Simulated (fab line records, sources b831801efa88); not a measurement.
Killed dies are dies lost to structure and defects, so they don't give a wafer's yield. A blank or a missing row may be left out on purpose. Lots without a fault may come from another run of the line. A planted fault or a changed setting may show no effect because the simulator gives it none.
A struck lot beside a sound one | flow gf180mcu | 27 steps out of a route of 602
Sound: wafers L799.3, L799.4, L799.5. Struck: wafers L806.2, L806.3, L806.4. The cause comes at the end.
At each step with rows: each side's tool, then ch and its chambers, then its first start. Under that, the readings that differ: sound wafers | struck wafers | difference of the means | sigmas: that difference in standard deviations of wafers without a fault.
alike: readings whose means differ by less than 2 such deviations, and words and numbers that are the same on both sides. not compared: withheld readings, readings that some wafer has no value for, bounds like >300 that may hide the same value, and numbers for which the record gives no deviation and whose values overlap.
The two part at a step that has a row with sigmas, a row that says differs or no value, or rows on one side only. Numbers that don't overlap but have no deviation are shown without sigmas and don't part them. A reading that every wafer of one side lacks parts them only if that side has two wafers or more.

GF_HV_LDD_ETCHBACK_58: etches Si3N4 in CH3F/O2, stops on SiO2, time 100 s, target depth 90 nm.
  sound on rie_diel-01 ch 2,3, day 15 06:34; struck on rie_diel-02 ch 1,2,3, day 17 13:06
  alike: drypump_motor_current_A, oes_product_au, throttle_valve_pct
  not compared: rf_hours_counter_h
then, 7 steps without rows for these wafers: GF_NSD_DEHYDRATE_00 (time 60 s); GF_NSD_HMDS_01 (prime time 60 s); GF_NSD_COAT_02 (resist thk 1000 nm); GF_NSD_SOFTBAKE_03 (time 60 s); GF_NSD_EXPOSE_04 (exposes mask Nplus, target cd 400 nm); GF_NSD_PEB_05; GF_NSD_DEVELOP_06 (develop time 60 s).
GF_NSD_CD_MEAS_07: target cd 400 nm.
  sound on cd_sem-01, day 16 04:52; struck on cd_sem-01, day 18 12:19
  alike: cd_nm
GF_NSD_OVL_MEAS_08:
  sound on overlay-02, day 16 04:58; struck on overlay-01, day 18 12:26
  alike: NSD_OVL
then, 2 steps without rows for these wafers: GF_NSD_IMPLANT_09; GF_NSD_IMPLANT_10.
GF_NSD_STRIP_11: strips in O2/N2.
  sound on plasma_asher-03 ch 0,1, day 16 05:19; struck on plasma_asher-01 ch 0,1, day 18 12:46
  no value came back on the struck wafers for any of 5 readings (chamber_pressure_mTorr (mTorr), drypump_motor_current_A (A) and others); on the sound wafers chamber_pressure_mTorr (mTorr) reads 1502.3 1501.4 1500.4
  reading                                  | sound | struck            | difference | sigmas
  model.NOVOLAK_of_NSD_COAT_02.thk_nm (nm) | 0 0 0 | 996.1 996.6 997.1 | +996.6     |
  not compared: rf_hours_counter_h
GF_NSD_TW_MEAS_12:
  sound on film_metro-01, day 16 05:24; struck on film_metro-03, day 18 12:52
  alike: NSD_TW
then, 7 steps without rows for these wafers: GF_PSD_DEHYDRATE_00 (time 60 s); GF_PSD_HMDS_01 (prime time 60 s); GF_PSD_COAT_02 (resist thk 1000 nm); GF_PSD_SOFTBAKE_03 (time 60 s); GF_PSD_EXPOSE_04 (exposes mask Pplus, target cd 400 nm); GF_PSD_PEB_05; GF_PSD_DEVELOP_06 (develop time 60 s).
GF_PSD_CD_MEAS_07: target cd 400 nm.
  sound on cd_sem-02, day 17 03:37; struck on cd_sem-01, day 19 12:55
  alike: cd_nm
GF_PSD_OVL_MEAS_08:
  sound on overlay-02, day 17 03:43; struck on overlay-01, day 19 13:02
  alike: PSD_OVL
then, 1 step without rows for these wafers: GF_PSD_IMPLANT_09.
GF_PSD_STRIP_10: strips in O2/N2.
  sound on plasma_asher-03 ch 0,1, day 17 03:55; struck on plasma_asher-02 ch 0,1, day 19 13:13
  reading                      | sound             | struck            | difference | sigmas
  oes_product_au (a.u.)        | 0.591 0.592 0.588 | 0.652 0.654 0.651 | +0.062     | +13
  strip_time_to_endpoint_s (s) | 16.51 16.48 16.53 | 31.36 31.42 31.44 | +14.90     | +99 or more
  alike: chamber_pressure_mTorr, drypump_motor_current_A, heater_power_w
  not compared: rf_hours_counter_h
GF_PSD_TW_MEAS_11:
  sound on film_metro-01, day 17 04:01; struck on film_metro-03, day 19 13:19
  reading | sound          | struck   | difference | sigmas
  PSD_TW  | 3183 3181 3174 | 30 30 30 | -3149      | -85
then, 1 step without rows for these wafers: GF_PSD_CLEAN_12 (cleans in SC1/SC2, time 150 s).

WHERE THEY PART
First at GF_NSD_STRIP_11; last, within this record, at GF_PSD_TW_MEAS_11.

WHY: what the simulator had put in
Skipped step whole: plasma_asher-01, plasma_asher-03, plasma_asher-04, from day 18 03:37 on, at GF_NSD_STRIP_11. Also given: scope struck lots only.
